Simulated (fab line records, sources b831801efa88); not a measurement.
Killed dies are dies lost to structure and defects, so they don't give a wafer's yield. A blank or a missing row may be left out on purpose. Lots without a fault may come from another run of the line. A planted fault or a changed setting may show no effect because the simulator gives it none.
A struck lot beside a sound one | flow sky130 | 17 steps out of a route of 708
Sound: wafers L789.2, L789.3, L789.4. Struck: wafers L778.1, L778.3, L778.4. The cause comes at the end.
At each step with rows: each side's tool, then ch and its chambers, then its first start. Under that, the readings that differ: sound wafers | struck wafers | difference of the means | sigmas: that difference in standard deviations of wafers without a fault.
alike: readings whose means differ by less than 2 such deviations, and words and numbers that are the same on both sides. not compared: withheld readings, readings that some wafer has no value for, bounds like >300 that may hide the same value, and numbers for which the record gives no deviation and whose values overlap.
The two part at a step that has a row with sigmas, a row that says differs or no value, or rows on one side only. Numbers that don't overlap but have no deviation are shown without sigmas and don't part them. A reading that every wafer of one side lacks parts them only if that side has two wafers or more.

SKY_VT_ADJUST_HVTP_OVL_MEAS_08:
  sound on overlay-02, day 10 15:16; struck on overlay-01, day 7 16:42
  alike: VT_ADJUST_HVTP_OVL
then, 1 step without rows for these wafers: SKY_VT_ADJUST_HVTP_IMPLANT_09.
SKY_VT_ADJUST_HVTP_STRIP_10: strips in O2/N2.
  sound on plasma_asher-04 ch 0,1, day 10 15:26; struck on plasma_asher-03 ch 0,1, day 7 16:53
  alike: drypump_motor_current_A, oes_product_au, strip_time_to_endpoint_s
  not compared: rf_hours_counter_h
SKY_VT_ADJUST_HVTP_TW_MEAS_11:
  sound on film_metro-01, day 10 15:33; struck on film_metro-01, day 7 16:59
  alike: VT_ADJUST_HVTP_TW
then, 7 steps without rows for these wafers: SKY_VT_ADJUST_LVTN_DEHYDRATE_00 (time 60 s); SKY_VT_ADJUST_LVTN_HMDS_01 (prime time 60 s); SKY_VT_ADJUST_LVTN_COAT_02 (resist thk 3000 nm); SKY_VT_ADJUST_LVTN_SOFTBAKE_03; SKY_VT_ADJUST_LVTN_EXPOSE_04 (exposes mask NWM COMPLEMENT LESS NATIVE, target cd 840 nm); SKY_VT_ADJUST_LVTN_PEB_05; SKY_VT_ADJUST_LVTN_DEVELOP_06 (develop time 60 s).
SKY_VT_ADJUST_LVTN_OVL_MEAS_07:
  sound on overlay-02, day 11 14:46; struck on overlay-02, day 8 13:56
  alike: VT_ADJUST_LVTN_OVL
SKY_VT_ADJUST_LVTN_IMPLANT_08:
  sound on implanter-04 ch 0, day 11 14:49; struck on implanter-03 ch 0, day 8 13:59
  reading            | sound                           | struck                           | difference  | sigmas
  dose_ions_cm2      | 1.5696e+12 1.568e+12 1.5675e+12 | 2.3857e+12 2.3886e+12 2.3841e+12 | +8.1777e+11 | +99 or more
  faraday_current_uA | 8.53 8.60 8.83                  | 13.78 13.43 13.64                | +4.96       | +29
SKY_VT_ADJUST_LVTN_STRIP_09: strips in O2/N2.
  sound on plasma_asher-04 ch 0,1, day 11 14:56; struck on plasma_asher-01 ch 0,1, day 8 14:08
  alike: drypump_motor_current_A, oes_product_au, strip_time_to_endpoint_s
  not compared: rf_hours_counter_h
SKY_VT_ADJUST_LVTN_TW_MEAS_10:
  sound on film_metro-02, day 11 15:03; struck on film_metro-02, day 8 14:14
  reading           | sound             | struck            | difference | sigmas
  VT_ADJUST_LVTN_TW | 243.6 243.1 243.0 | 272.6 274.1 272.9 | +30.0      | +25
then, 1 step without rows for these wafers: SKY_VT_ADJUST_LVTN_DEHYDRATE_11 (time 60 s).
-- the record jumps here: 39 days lie between the struck wafers' starts before and after (it left off in module VT_ADJUST_LVTN and takes up again in module PAD_OPEN, whose first step shown is number 708 of the route) --
SKY_PAD_OPEN_PROBE_99:
  sound on prober-02, day 50 03:42; struck on prober-01, day 47 14:04
  reading                                   | sound                | struck               | difference | sigmas
  model.etest.nfet_01v8_lvt.vt_sat_v (V)    | 0.5429 0.5328 0.5359 | 0.5546 0.5583 0.5594 | +0.0202    |
  model.etest.nfet_01v8_lvt.body_rise_v (V) | 0.1493 0.1459 0.1466 | 0.1519 0.1529 0.1537 | +0.0056    |
  alike: killed_at_M0_to_M3, killed_at_M4_up, killed_at_contacts, killed_at_front_end, killed_at_other, killed_dies, killed_open, killed_short
  not compared: model.etest.nfet_01v8_lvt.drive_ua_um, model.etest.nfet_01v8_swapped.vt_sat_v, model.etest.nfet_01v8.vt_sat_v, model.etest.nfet_01v8_lvt.vt_v, model.etest.nfet_01v8_turned.vt_sat_v, model.etest.nfet_01v8_lvt.vt_long_v

WHERE THEY PART
First at SKY_VT_ADJUST_LVTN_IMPLANT_08; last, within this record, at SKY_VT_ADJUST_LVTN_TW_MEAS_10. Later steps at which nothing parts them and some readings are alike: SKY_PAD_OPEN_PROBE_99.

WHY: what the simulator had put in
Process parameter drift: implanter-03, from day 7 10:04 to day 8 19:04, at SKY_VT_ADJUST_LVTN_IMPLANT_08. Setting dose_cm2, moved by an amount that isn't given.
